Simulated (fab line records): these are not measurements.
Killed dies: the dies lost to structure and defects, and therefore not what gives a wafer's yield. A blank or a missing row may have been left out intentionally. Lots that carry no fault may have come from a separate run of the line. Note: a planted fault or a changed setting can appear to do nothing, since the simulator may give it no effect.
fab line records	flow sky130
record: lots: 24	wafers: 72	last_day: 50
route steps=708 shown SONOS_ONO@181 CONTACT@410 VIA3@586 METAL4@630 VIA4@650 METAL5@677
lots with no fault: from the same line, run without faults
start_h: the number of hours between the record's first day and the start of the first shown wafer of the lot	wait_h: hours from the lot's prior step to this one	" identical to the entry in the row above	L1.1+2: several wafers, shown together as one row	- either no value or no given start	* or withheld: withheld	< > ~ a bound
route shown NAME@n: NAME is a module with steps in the file, n the number in the route of the first one	usual: mean and standard deviation over wafers with no fault	same: alike in all rows	chamber/n: place in a boat	sites: per-site readings	_std_site: standard deviation across them	_edge_site: mean of outer sites minus mean of inner sites	radius_mm: for every site, how far away it sits from the centre of the wafer	mask NAME#n: copy n	behind: tool/chamber where the wafer was last shaped	hold: the reason the lot was held/the length of the hold in hours/how it ended	device: whichever transistor did not switch (one of n, p or np)	end of line: tests of these same wafers at the route's end	a step without rows: its recipe alone	killed: count of dies lost to structure and defects at first sort (not the wafer's yield)	map: shows each die of a wafer: x if killed, . if not, _ if none is there
set.NAME: the setting as run; set.NAME@STEP: as run at that earlier step	model.NAME: the simulator's own value behind a step, which no gauge read
steps of the route over a sample of lots; a table a step, a row a wafer
services: the hour from which a tool's chamber was out of use, counted from the record's first day as start_h (under 0 if before that day), plus the number of hours and why
== steps ==
step: SKY_SONOS_ONO_CD_MEAS_13
recipe: target_cd_nm: 410
usual: cd_nm: 410.0/1.8
lot.wafer	tool	chamber	start_h	wait_h	cd_nm
L074.1	cd_sem-01	-	284.31	0.1	409.5
L074.3	"	-	"	"	409.9
L074.6	"	-	"	"	412.3
L075.2	cd_sem-02	-	288.97	0.1	409.7
L075.5	"	-	"	"	411.8
L075.6	"	-	"	"	412.7
L076.2	cd_sem-02	-	299.17	0.1	408.7
L076.3	"	-	"	"	407.6
L076.4	"	-	"	"	408.4
L077.3	cd_sem-01	-	303.50	0.1	410.9
L077.5	"	-	"	"	409.8
L077.6	"	-	"	"	410.8
L078.2	cd_sem-02	-	309.27	0.1	408.4
L078.3	"	-	"	"	411.3
L078.6	"	-	"	"	410.7
L079.1	cd_sem-01	-	322.91	0.1	409.1
L079.3	"	-	"	"	412.2
L079.5	"	-	"	"	410.7
L080.3	cd_sem-02	-	332.95	0.1	408.3
L080.4	"	-	"	"	408.7
L080.5	"	-	"	"	409.4
L081.2	cd_sem-02	-	341.28	0.1	414.4
L081.4	"	-	"	"	413.3
L081.5	"	-	"	"	415.3
L082.2	cd_sem-01	-	346.08	0.1	408.1
L082.3	"	-	"	"	408.1
L082.6	"	-	"	"	406.1
L083.2	cd_sem-01	-	353.13	0.1	411.6
L083.5	"	-	"	"	410.0
L083.6	"	-	"	"	409.5
L084.1	cd_sem-01	-	361.30	0.1	409.6
L084.2	"	-	"	"	409.7
L084.3	"	-	"	"	408.2
L085.3	cd_sem-02	-	371.14	0.1	407.9
L085.5	"	-	"	"	408.2
L085.6	"	-	"	"	408.7
L086.1	cd_sem-01	-	380.56	0.1	410.3
L086.3	"	-	"	"	411.5
L086.5	"	-	"	"	410.0
L087.1	cd_sem-01	-	390.01	0.1	408.3
L087.4	"	-	"	"	407.2
L087.5	"	-	"	"	407.2
L088.1	cd_sem-01	-	395.25	0.1	409.4
L088.2	"	-	"	"	409.0
L088.6	"	-	"	"	407.8
L089.1	cd_sem-01	-	402.61	0.1	409.6
L089.2	"	-	"	"	408.1
L089.5	"	-	"	"	407.5
L090.1	cd_sem-02	-	415.47	0.1	410.0
L090.4	"	-	"	"	407.7
L090.5	"	-	"	"	408.6
L091.2	cd_sem-02	-	422.83	0.1	409.5
L091.5	"	-	"	"	412.2
L091.6	"	-	"	"	409.3
L092.1	cd_sem-02	-	433.41	0.1	408.7
L092.3	"	-	"	"	410.9
L092.5	"	-	"	"	410.5
L093.3	cd_sem-02	-	437.10	0.1	410.4
L093.4	"	-	"	"	411.2
L093.6	"	-	"	"	409.3
L094.1	cd_sem-02	-	451.45	0.1	413.5
L094.2	"	-	"	"	411.6
L094.6	"	-	"	"	412.1
L095.2	cd_sem-02	-	460.42	0.1	408.8
L095.4	"	-	"	"	410.8
L095.6	"	-	"	"	412.3
L096.1	cd_sem-01	-	468.81	0.1	410.0
L096.4	"	-	"	"	409.5
L096.6	"	-	"	"	410.3
L097.1	cd_sem-02	-	475.36	0.1	413.3
L097.2	"	-	"	"	410.4
L097.6	"	-	"	"	413.1
step: SKY_CONTACT_CMP_04
recipe: material: SiO2	down_force_psi: 4	platen_rpm: 60	pad_velocity_m_s: 0.94248
usual: head_pressure_psi: 4.000/0.0091	motor_current_A: 12.0/1.5	time_to_endpoint_s: 85/3.7
lot.wafer	tool	chamber	start_h	wait_h	head_pressure_psi	motor_current_A	time_to_endpoint_s
L074.3	cmp-02	3	716.96	0.1	3.993	11.4	87
L074.1	"	0	"	"	4.007	9.6	84
L074.6	"	1	"	"	4.010	11.1	85
L075.2	cmp-01	0	718.98	0.2	4.010	13.1	76
L075.6	"	1	"	"	4.002	12.6	78
L075.5	"	2	"	"	3.996	13.6	86
L076.3	cmp-01	1	732.02	0.0	4.008	11.9	85
L076.2	"	2	"	"	4.000	13.4	87
L076.4	"	3	"	"	4.008	13.3	84
L077.3	cmp-02	1	736.12	0.2	4.005	10.3	83
L077.6	"	2	"	"	3.989	10.4	87
L077.5	"	3	"	"	4.023	11.5	85
L078.3	cmp-01	0	742.61	0.1	4.007	14.2	81
L078.2	"	1	"	"	4.000	13.3	89
L078.6	"	3	"	"	3.997	12.7	87
L079.1	cmp-01	2	754.34	0.1	3.998	13.5	90
L079.3	"	0	"	"	4.008	13.8	86
L079.5	"	1	"	"	4.013	12.8	85
L080.4	cmp-02	1	771.03	0.1	3.992	11.3	84
L080.3	"	2	"	"	3.988	10.2	89
L080.5	"	0	"	"	3.999	10.0	89
L081.4	cmp-02	2	776.59	0.2	3.998	9.8	92
L081.2	"	0	"	"	3.992	9.8	90
L081.5	"	2	"	"	3.999	9.9	83
L082.2	cmp-02	3	778.02	0.1	4.006	12.3	89
L082.3	"	0	"	"	3.996	9.5	85
L082.6	"	2	"	"	3.989	10.1	86
L083.2	cmp-02	1	783.72	0.2	4.027	10.3	81
L083.6	"	2	"	"	4.000	9.9	81
L083.5	"	3	"	"	4.005	11.8	88
L084.2	cmp-02	1	796.92	0.0	3.994	10.5	87
L084.1	"	2	"	"	3.989	10.2	93
L084.3	"	0	"	"	3.994	9.3	89
L085.3	cmp-01	1	802.97	0.1	4.004	12.4	84
L085.6	"	3	"	"	4.009	12.9	83
L085.5	"	0	"	"	4.003	13.6	78
L086.3	cmp-02	3	808.25	0.1	3.997	12.3	82
L086.1	"	0	"	"	3.994	9.9	80
L086.5	"	2	"	"	3.999	10.5	88
L087.1	cmp-02	1	822.44	0.1	4.000	10.5	80
L087.4	"	2	"	"	4.004	10.2	83
L087.5	"	1	"	"	4.003	10.3	86
L088.2	cmp-01	0	824.06	0.0	3.989	13.2	80
L088.1	"	1	"	"	4.001	12.1	84
L088.6	"	0	"	"	4.004	13.8	81
L089.1	cmp-02	3	835.80	0.1	4.004	12.2	83
L089.2	"	0	"	"	4.011	9.2	87
L089.5	"	1	"	"	3.984	10.3	84
L090.1	cmp-01	2	841.61	0.1	3.986	14.0	85
L090.4	"	3	"	"	3.993	14.3	81
L090.5	"	0	"	"	3.999	13.4	80
L091.2	cmp-01	3	847.18	0.1	3.987	13.4	82
L091.5	"	2	"	"	4.003	13.8	86
L091.6	"	3	"	"	3.984	12.5	80
L092.1	cmp-01	3	856.44	0.1	4.010	13.2	86
L092.3	"	1	"	"	4.003	12.0	81
L092.5	"	3	"	"	3.991	13.3	83
L093.4	cmp-01	3	857.92	0.1	3.995	12.8	88
L093.3	"	0	"	"	3.987	12.6	81
L093.6	"	1	"	"	4.012	12.7	82
L094.2	cmp-02	1	868.69	0.1	4.007	9.9	80
L094.1	"	3	"	"	3.997	12.0	83
L094.6	"	0	"	"	4.007	9.9	81
L095.2	cmp-01	1	878.25	0.0	3.995	12.8	81
L095.4	"	2	"	"	3.998	13.0	90
L095.6	"	2	"	"	3.988	14.2	88
L096.4	cmp-01	0	886.26	0.1	4.011	13.3	82
L096.1	"	1	"	"	4.004	13.1	81
L096.6	"	0	"	"	3.994	13.6	84
L097.2	cmp-02	1	891.12	0.0	3.978	10.6	83
L097.1	"	3	"	"	3.993	12.0	85
L097.6	"	2	"	"	3.996	9.5	89
step: SKY_VIA3_OVL_MEAS_13
usual: VIA3_OVL: 3/5.7
lot.wafer	tool	chamber	start_h	wait_h	VIA3_OVL[nm]
L074.1	overlay-02	-	939.93	0.1	-5
L074.3	"	-	"	"	-3
L074.6	"	-	"	"	5
L075.2	overlay-02	-	941.48	0.1	3
L075.5	"	-	"	"	5
L075.6	"	-	"	"	-3
L076.2	overlay-01	-	952.18	0.1	3
L076.3	"	-	"	"	9
L076.4	"	-	"	"	-2
L077.3	overlay-01	-	956.88	0.1	5
L077.5	"	-	"	"	7
L077.6	"	-	"	"	-2
L078.2	overlay-02	-	962.50	0.1	2
L078.3	"	-	"	"	-2
L078.6	"	-	"	"	6
L079.1	overlay-01	-	972.39	0.1	-3
L079.3	"	-	"	"	5
L079.5	"	-	"	"	6
L080.3	overlay-01	-	988.25	0.1	0
L080.4	"	-	"	"	-6
L080.5	"	-	"	"	-3
L081.2	overlay-01	-	992.33	0.1	-3
L081.4	"	-	"	"	2
L081.5	"	-	"	"	-4
L082.2	overlay-02	-	993.68	0.1	-3
L082.3	"	-	"	"	1
L082.6	"	-	"	"	2
L083.2	overlay-01	-	999.78	0.1	6
L083.5	"	-	"	"	9
L083.6	"	-	"	"	6
L084.1	overlay-01	-	1010.74	0.1	7
L084.2	"	-	"	"	-7
L084.3	"	-	"	"	3
L085.3	overlay-01	-	1017.03	0.1	-2
L085.5	"	-	"	"	2
L085.6	"	-	"	"	6
L086.1	overlay-01	-	1020.24	0.1	-7
L086.3	"	-	"	"	-5
L086.5	"	-	"	"	-1
L087.1	overlay-01	-	1037.84	0.1	11
L087.4	"	-	"	"	4
L087.5	"	-	"	"	1
L088.1	overlay-02	-	1038.02	0.1	11
L088.2	"	-	"	"	5
L088.6	"	-	"	"	11
L089.1	overlay-02	-	1043.44	0.1	6
L089.2	"	-	"	"	5
L089.5	"	-	"	"	10
L090.1	overlay-02	-	1049.19	0.1	8
L090.4	"	-	"	"	6
L090.5	"	-	"	"	11
L091.2	overlay-01	-	1061.30	0.1	-2
L091.5	"	-	"	"	-4
L091.6	"	-	"	"	-1
L092.1	overlay-02	-	1064.57	0.1	7
L092.3	"	-	"	"	3
L092.5	"	-	"	"	1
L093.3	overlay-01	-	1065.62	0.1	-1
L093.4	"	-	"	"	12
L093.6	"	-	"	"	9
L094.1	overlay-02	-	1070.24	0.1	-1
L094.2	"	-	"	"	13
L094.6	"	-	"	"	5
L095.2	overlay-02	-	1076.13	0.1	-4
L095.4	"	-	"	"	-3
L095.6	"	-	"	"	-7
L096.1	overlay-01	-	1088.19	0.1	11
L096.4	"	-	"	"	9
L096.6	"	-	"	"	13
L097.1	overlay-01	-	1090.48	0.1	5
L097.2	"	-	"	"	5
L097.6	"	-	"	"	5
step: SKY_METAL4_OVL_MEAS_14
usual: METAL4_OVL: -1/5.3
lot.wafer	tool	chamber	start_h	wait_h	METAL4_OVL[nm]
L074.1	overlay-01	-	991.94	0.1	2
L074.3	"	-	"	"	0
L074.6	"	-	"	"	-2
L075.2	overlay-02	-	992.59	0.1	-6
L075.5	"	-	"	"	-2
L075.6	"	-	"	"	4
L076.2	overlay-01	-	1002.94	0.1	7
L076.3	"	-	"	"	5
L076.4	"	-	"	"	3
L077.3	overlay-02	-	1006.03	0.1	2
L077.5	"	-	"	"	1
L077.6	"	-	"	"	-5
L078.2	overlay-01	-	1012.59	0.1	0
L078.3	"	-	"	"	3
L078.6	"	-	"	"	10
L079.1	overlay-01	-	1022.33	0.1	-9
L079.3	"	-	"	"	-1
L079.5	"	-	"	"	-2
L080.3	overlay-01	-	1039.35	0.1	-7
L080.4	"	-	"	"	-5
L080.5	"	-	"	"	-5
L081.2	overlay-01	-	1040.68	0.1	-8
L081.4	"	-	"	"	-8
L081.5	"	-	"	"	-10
L082.2	overlay-01	-	1041.29	0.1	2
L082.3	"	-	"	"	4
L082.6	"	-	"	"	-2
L083.2	overlay-01	-	1045.52	0.1	-3
L083.5	"	-	"	"	5
L083.6	"	-	"	"	1
L084.1	overlay-01	-	1056.82	0.1	-6
L084.2	"	-	"	"	-3
L084.3	"	-	"	"	4
L085.3	overlay-02	-	1064.93	0.1	-2
L085.5	"	-	"	"	4
L085.6	"	-	"	"	4
L086.1	overlay-02	-	1066.29	0.1	-7
L086.3	"	-	"	"	-3
L086.5	"	-	"	"	-1
L087.1	overlay-01	-	1082.39	0.1	-1
L087.4	"	-	"	"	5
L087.5	"	-	"	"	-2
L088.1	overlay-02	-	1083.42	0.1	-5
L088.2	"	-	"	"	-1
L088.6	"	-	"	"	-3
L089.1	overlay-02	-	1088.39	0.1	-2
L089.2	"	-	"	"	1
L089.5	"	-	"	"	-1
L090.1	overlay-01	-	1093.02	0.1	9
L090.4	"	-	"	"	5
L090.5	"	-	"	"	7
L091.2	overlay-02	-	1106.23	0.1	-5
L091.5	"	-	"	"	1
L091.6	"	-	"	"	-4
L092.1	overlay-01	-	1108.48	0.1	6
L092.3	"	-	"	"	2
L092.5	"	-	"	"	-2
L093.3	overlay-02	-	1111.00	0.1	-10
L093.4	"	-	"	"	-2
L093.6	"	-	"	"	-6
L094.1	overlay-01	-	1115.09	0.1	-14
L094.2	"	-	"	"	-6
L094.6	"	-	"	"	-11
L095.2	overlay-01	-	1118.53	0.1	-2
L095.4	"	-	"	"	-1
L095.6	"	-	"	"	2
L096.1	overlay-01	-	1131.98	0.1	5
L096.4	"	-	"	"	-6
L096.6	"	-	"	"	0
L097.1	overlay-02	-	1132.71	0.1	-2
L097.2	"	-	"	"	-6
L097.6	"	-	"	"	-6
step: SKY_VIA4_OVL_MEAS_11
usual: VIA4_OVL: -0.3/1.4
lot.wafer	tool	chamber	start_h	wait_h	VIA4_OVL[nm]
L074.1	overlay-02	-	1017.11	0.1	-0.1
L074.3	"	-	"	"	0.2
L074.6	"	-	"	"	-0.4
L075.2	overlay-02	-	1017.27	0.1	0.5
L075.5	"	-	"	"	1.1
L075.6	"	-	"	"	0.9
L076.2	overlay-01	-	1027.62	0.1	-0.7
L076.3	"	-	"	"	-0.1
L076.4	"	-	"	"	0.4
L077.3	overlay-02	-	1030.43	0.1	-0.1
L077.5	"	-	"	"	-0.7
L077.6	"	-	"	"	0.5
L078.2	overlay-02	-	1034.67	0.1	-2.8
L078.3	"	-	"	"	-2.0
L078.6	"	-	"	"	-2.5
L079.1	overlay-02	-	1044.42	0.1	-1.9
L079.3	"	-	"	"	-1.1
L079.5	"	-	"	"	-0.7
L080.3	overlay-02	-	1062.88	0.1	0.7
L080.4	"	-	"	"	-0.6
L080.5	"	-	"	"	0.7
L081.2	overlay-01	-	1064.47	0.1	3.7
L081.4	"	-	"	"	3.0
L081.5	"	-	"	"	2.3
L082.2	overlay-01	-	1065.13	0.1	-2.4
L082.3	"	-	"	"	-2.5
L082.6	"	-	"	"	-1.1
L083.2	overlay-02	-	1068.57	0.1	-2.5
L083.5	"	-	"	"	-0.8
L083.6	"	-	"	"	-2.1
L084.1	overlay-01	-	1076.97	0.1	0.6
L084.2	"	-	"	"	-0.5
L084.3	"	-	"	"	0.9
L085.3	overlay-01	-	1087.73	0.1	0.2
L085.5	"	-	"	"	1.9
L085.6	"	-	"	"	0.9
L086.1	overlay-02	-	1090.47	0.1	-2.4
L086.3	"	-	"	"	-1.4
L086.5	"	-	"	"	-0.9
L087.1	overlay-01	-	1104.37	0.1	-0.1
L087.4	"	-	"	"	0.8
L087.5	"	-	"	"	0.4
L088.1	overlay-02	-	1105.47	0.1	0.1
L088.2	"	-	"	"	-0.9
L088.6	"	-	"	"	1.0
L089.1	overlay-01	-	1110.56	0.1	-1.4
L089.2	"	-	"	"	-0.8
L089.5	"	-	"	"	-1.6
L090.1	overlay-02	-	1115.07	0.1	0.3
L090.4	"	-	"	"	-1.1
L090.5	"	-	"	"	0.0
L091.2	overlay-01	-	1126.62	0.1	0.3
L091.5	"	-	"	"	-0.6
L091.6	"	-	"	"	0.0
L092.1	overlay-01	-	1130.47	0.1	0.4
L092.3	"	-	"	"	0.3
L092.5	"	-	"	"	-0.1
L093.3	overlay-01	-	1132.63	0.1	1.0
L093.4	"	-	"	"	-0.6
L093.6	"	-	"	"	-0.4
L094.1	overlay-02	-	1136.52	0.1	-1.2
L094.2	"	-	"	"	-0.1
L094.6	"	-	"	"	-1.3
L095.2	overlay-01	-	1139.83	0.1	0.8
L095.4	"	-	"	"	0.0
L095.6	"	-	"	"	-0.7
L096.1	overlay-02	-	1152.67	0.1	-0.7
L096.4	"	-	"	"	0.3
L096.6	"	-	"	"	-0.4
L097.1	overlay-01	-	1153.56	0.1	-0.2
L097.2	"	-	"	"	0.8
L097.6	"	-	"	"	0.0
step: SKY_METAL5_STRIP_16
recipe: chemistry: O2/N2	power_w: 1400	pressure_mtorr: 1500	platen_temp_c: withheld	o2_flow_sccm: 3000	n2_flow_sccm: 300	overash_fraction: 0.5
usual: drypump_motor_current_A: 5.89/0.28	oes_product_au: 0.710/0.0047	strip_time_to_endpoint_s: 13.06/0.15
lot.wafer	tool	chamber	start_h	wait_h	drypump_motor_current_A	oes_product_au	rf_hours_counter_h	strip_time_to_endpoint_s
L074.1	plasma_asher-01	0	1041.12	0.2	6.26	0.712	95	13.38
L074.3	"	1	"	"	5.46	0.707	-	13.34
L074.6	"	1	"	"	5.44	0.714	-	13.38
L075.2	plasma_asher-03	1	1041.42	0.2	5.96	0.714	120	12.97
L075.5	"	1	"	"	5.91	0.713	-	13.02
L075.6	"	0	"	"	5.57	0.720	-	13.04
L076.2	plasma_asher-03	1	1051.64	0.2	5.95	0.706	121	12.87
L076.3	"	1	"	"	5.97	0.708	-	13.27
L076.4	"	0	"	"	5.53	0.707	-	13.01
L077.3	plasma_asher-04	0	1054.12	0.3	6.14	0.713	-	13.22
L077.5	"	1	"	"	6.04	0.706	-	13.30
L077.6	"	0	"	"	6.12	0.711	-	13.26
L078.2	plasma_asher-04	0	1058.64	0.2	6.09	0.713	29	13.03
L078.3	"	1	"	"	6.02	0.718	-	13.15
L078.6	"	1	"	"	6.06	0.709	-	13.22
L079.1	plasma_asher-01	1	1068.77	0.2	5.43	0.710	98	13.00
L079.3	"	1	"	"	5.44	0.711	-	13.18
L079.5	"	0	"	"	6.24	0.716	-	12.97
L080.3	plasma_asher-04	1	1086.38	0.3	6.02	0.704	-	12.83
L080.4	"	0	"	"	6.12	0.706	-	12.88
L080.5	"	0	"	"	6.10	0.715	-	12.93
L081.2	plasma_asher-04	1	1088.05	0.4	6.02	0.704	33	12.95
L081.4	"	0	"	"	6.11	0.714	-	12.89
L081.5	"	1	"	"	6.02	0.717	-	12.84
L082.2	plasma_asher-04	1	1088.15	0.3	6.04	0.713	33	12.97
L082.3	"	0	"	"	6.10	0.707	-	13.27
L082.6	"	1	"	"	6.05	0.706	-	13.23
L083.2	plasma_asher-03	0	1092.79	0.2	5.57	0.711	3	13.34
L083.5	"	1	"	"	5.93	0.715	-	13.15
L083.6	"	0	"	"	5.56	0.709	-	13.28
L084.1	plasma_asher-03	1	1098.67	0.2	5.93	0.707	3	13.07
L084.2	"	0	"	"	5.56	0.715	3	12.99
L084.3	"	0	"	"	5.56	0.709	-	12.91
L085.3	plasma_asher-04	1	1109.92	0.1	6.02	0.715	-	13.09
L085.5	"	1	"	"	6.03	0.708	-	12.99
L085.6	"	0	"	"	6.10	0.706	-	13.30
L086.1	plasma_asher-03	1	1112.74	0.2	5.95	0.712	5	13.27
L086.3	"	1	"	"	5.96	0.710	-	12.95
L086.5	"	1	"	"	5.95	0.712	-	13.24
L087.1	plasma_asher-03	0	1126.14	0.2	5.57	0.701	6	13.13
L087.4	"	1	"	"	5.95	0.708	-	13.22
L087.5	"	0	"	"	5.59	0.705	-	13.21
L088.1	plasma_asher-03	1	1126.82	0.2	5.98	0.716	6	12.77
L088.2	"	0	"	"	5.57	0.704	6	13.12
L088.6	"	0	"	"	5.58	0.718	-	12.81
L089.1	plasma_asher-01	0	1132.42	0.2	6.25	0.706	102	13.09
L089.2	"	1	"	"	5.42	0.710	102	12.91
L089.5	"	0	"	"	6.26	0.707	-	12.89
L090.1	plasma_asher-01	0	1137.04	0.2	6.26	0.707	102	13.05
L090.4	"	1	"	"	5.42	0.708	-	13.10
L090.5	"	0	"	"	6.26	0.713	-	12.93
L091.2	plasma_asher-03	0	1145.87	0.2	5.58	0.707	8	13.13
L091.5	"	1	"	"	5.94	0.711	-	12.99
L091.6	"	0	"	"	5.55	0.710	-	13.28
L092.1	plasma_asher-04	1	1150.92	0.2	6.03	0.713	39	13.03
L092.3	"	1	"	"	6.01	0.710	-	13.00
L092.5	"	0	"	"	6.13	0.715	-	13.02
L093.3	plasma_asher-01	0	1154.67	0.1	6.27	0.719	-	13.06
L093.4	"	1	"	"	5.43	0.711	-	12.91
L093.6	"	0	"	"	6.27	0.714	-	13.09
L094.1	plasma_asher-03	0	1157.59	0.2	5.57	0.707	9	12.84
L094.2	"	1	"	"	5.96	0.710	9	13.17
L094.6	"	0	"	"	5.58	0.710	-	13.12
L095.2	plasma_asher-01	0	1159.99	0.2	6.22	0.706	105	12.89
L095.4	"	1	"	"	5.46	0.711	-	12.80
L095.6	"	0	"	"	6.22	0.709	-	13.05
L096.1	plasma_asher-04	1	1172.69	0.2	6.00	0.707	41	12.99
L096.4	"	0	"	"	6.08	0.709	-	12.98
L096.6	"	1	"	"	5.97	0.703	-	13.15
L097.1	plasma_asher-01	0	1173.29	0.2	6.24	0.710	106	13.05
L097.2	"	1	"	"	5.41	0.712	106	13.24
L097.6	"	0	"	"	6.27	0.708	-	13.00
== services ==
tool	chamber	start_h	hours	kind
cmp-01	-	715.90	0.4	repair
plasma_asher-04	-	733.75	9.0	pm
cmp-01	-	744.00	4.0	pm
cmp-02	-	749.52	0.8	repair
cmp-01	-	755.87	2.6	repair
cmp-02	-	818.82	0.6	repair
cmp-01	-	828.66	0.9	repair
plasma_asher-03	-	829.52	4.3	pm
cmp-01	-	833.51	5.5	pm
cmp-02	-	869.22	4.9	pm
cmp-02	-	912.02	4.0	pm
cmp-02	-	926.66	1.1	repair
cmp-02	-	950.96	6.9	pm
cmp-01	-	969.91	3.4	repair
cmp-01	-	1005.59	6.5	repair
cmp-02	-	1033.50	1.4	repair
cmp-01	-	1052.34	0.3	repair
cmp-02	-	1052.42	1.0	repair
plasma_asher-03	-	1055.25	9.0	pm
cmp-02	-	1063.44	6.5	pm
cmp-01	-	1084.00	4.0	pm
cmp-01	-	1130.62	5.3	pm
cmp-02	-	1148.02	0.5	repair
cmp-02	-	1165.84	0.9	repair
== key ==
fault none
